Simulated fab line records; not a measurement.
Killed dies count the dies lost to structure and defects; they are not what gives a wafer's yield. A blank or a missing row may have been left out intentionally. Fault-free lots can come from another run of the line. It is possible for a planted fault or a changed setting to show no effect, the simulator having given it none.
The tool behind it: which one? + flow sky130 + 7 lots with 21 wafers sampled at 2 steps, on a route of 708 steps

WHAT EACH GAUGE READ, for each wafer
SKY_RES_XHIGH_TW_MEAS_09.
| lot  | measured     | on            | RES_XHIGH_TW   |
|------|--------------|---------------|----------------|
| L547 | day 27 01:06 | film metro-02 | 1623 1633 1629 |
| L549 | day 27 15:56 | film metro-03 | 1648 1657 1653 |
| L554 | day 29 13:25 | film metro-02 | 30 30 30       |
| L556 | day 30 13:26 | film metro-04 | 30 30 30       |
| L561 | day 31 21:28 | film metro-04 | 1625 1623 1637 |
| L563 | day 32 20:12 | film metro-04 | 1614 1625 1616 |
| L567 | day 33 11:47 | film metro-04 | 1629 1626 1638 |

WHAT TOOL EACH LOT RAN ON (gives the tool, then ch and the chambers of the sampled wafers, and finally the start)
| lot  | SKY_RES_XHIGH_EXPOSE_04             |
|------|-------------------------------------|
| L547 | iline stepper-01 ch 0, day 26 10:10 |
| L549 | iline stepper-01 ch 0, day 27 01:26 |
| L554 | iline stepper-02, day 28 23:06      |
| L556 | iline stepper-01, day 29 23:05      |
| L561 | iline stepper-01 ch 0, day 31 07:54 |
| L563 | iline stepper-01 ch 0, day 32 06:54 |
| L567 | iline stepper-01 ch 0, day 32 22:54 |
- SKY_RES_XHIGH_EXPOSE_04: exposes mask URPM, target cd 1270 nm.

THE ANSWER, worked out from the rows above alone
Rule: usual is defined by the lots themselves. Put in order of their means at a reading, lots are off if they are a third of the lots or fewer, leave a main group of 4 or more, and stand apart from it by a gap of 3 or more times the standard deviation of the main group's means; of several such gaps the widest counts. If all means in a main group match to the digits the tables above print for the reading, that group is not used. A lot without any number at a reading at which 4 lots or more have one is off too. Any other lot the step has rows for is counted as sound.
Off: at SKY_RES_XHIGH_TW_MEAS_09 (RES_XHIGH_TW), L554, L556. Mean 1632 and standard deviation 11 in the main group.
If a tool, at a process step before that reading, ran all the lots that are off and no sound lot after the first of them, it fits. The gauges at SKY_RES_XHIGH_TW_MEAS_09 are tried like those tools. No candidate that was tried fits.

WHAT THE SIMULATOR PUT IN
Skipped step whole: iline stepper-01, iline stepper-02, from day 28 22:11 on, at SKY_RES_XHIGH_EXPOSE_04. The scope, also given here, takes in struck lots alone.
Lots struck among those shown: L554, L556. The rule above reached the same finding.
